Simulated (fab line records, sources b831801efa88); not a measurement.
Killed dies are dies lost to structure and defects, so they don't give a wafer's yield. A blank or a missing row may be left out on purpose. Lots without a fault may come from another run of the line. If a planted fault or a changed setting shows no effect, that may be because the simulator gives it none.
The tool behind it: which one? | flow gf180mcu | at 1 step of a route of 602, 15 lots with 45 wafers sampled

WHAT THE GAUGES SHOWED, per wafer
GF_V1_CD_MEAS_14: target cd 260 nm. Usual: cdNm reads 260.0 nm (standard deviation 1.3).
lot  | measured     | on       | cdNm (nm)         | flag
L807 | day 19 05:11 | cdSem-02 | 260.1 260.5 260.2 | 
L808 | day 19 18:14 | cdSem-02 | 259.0 258.9 259.2 | 
L810 | day 20 13:37 | cdSem-02 | 258.7 259.1 259.4 | 
L811 | day 21 02:52 | cdSem-01 | 262.2 260.5 261.2 | 
L812 | day 21 03:11 | cdSem-02 | 259.1 258.4 258.3 | 
L813 | day 21 20:05 | cdSem-01 | 259.0 259.9 259.4 | 
L814 | day 22 04:35 | cdSem-01 | 258.9 259.6 258.7 | 
L820 | day 24 07:47 | cdSem-02 | 261.6 261.8 262.1 | 
L821 | day 24 10:16 | cdSem-01 | 262.8 262.6 260.7 | 
L822 | day 24 15:22 | cdSem-02 | 261.1 260.9 260.3 | 
L823 | day 25 01:13 | cdSem-01 | 259.9 261.2 260.7 | 
L824 | day 25 09:31 | cdSem-01 | 258.6 258.7 258.0 | 
L825 | day 25 21:43 | cdSem-01 | 260.3 260.5 260.4 | 
L826 | day 25 23:17 | cdSem-02 | 260.7 261.3 261.8 | 
L827 | day 26 03:07 | cdSem-01 | 260.1 259.4 259.1 | 

WHAT TOOL EACH LOT RAN ON (gives the tool, then ch and the chambers of the sampled wafers, and finally the start)
The record shows no process step preceding these readings.

AS READ BY THE TOOLS THEMSELVES (means over the sampled wafers that have a number; for cases with no such wafer, the mark the record gives instead)
The record holds no such reading with a usual standard deviation.

THE ANSWER, worked out from the rows above alone
Rule: a lot is off if the mean of its wafers that have a number lies more than 3 standard deviations from the usual mean. A lot without any number at a reading at which 4 lots or more have one is off too. All remaining lots with rows at the step are treated as sound. The gauges are gone through in route order, then the tools' own readings, and for those a lot's mean is taken as printed above. The first step at which some lot is off is used, and at that step the reading that is off furthest; a lot without a number counts as furthest.
Nothing can be told from this: no lot is off at any reading shown.

WHAT HAD BEEN PUT IN BY THE SIMULATOR
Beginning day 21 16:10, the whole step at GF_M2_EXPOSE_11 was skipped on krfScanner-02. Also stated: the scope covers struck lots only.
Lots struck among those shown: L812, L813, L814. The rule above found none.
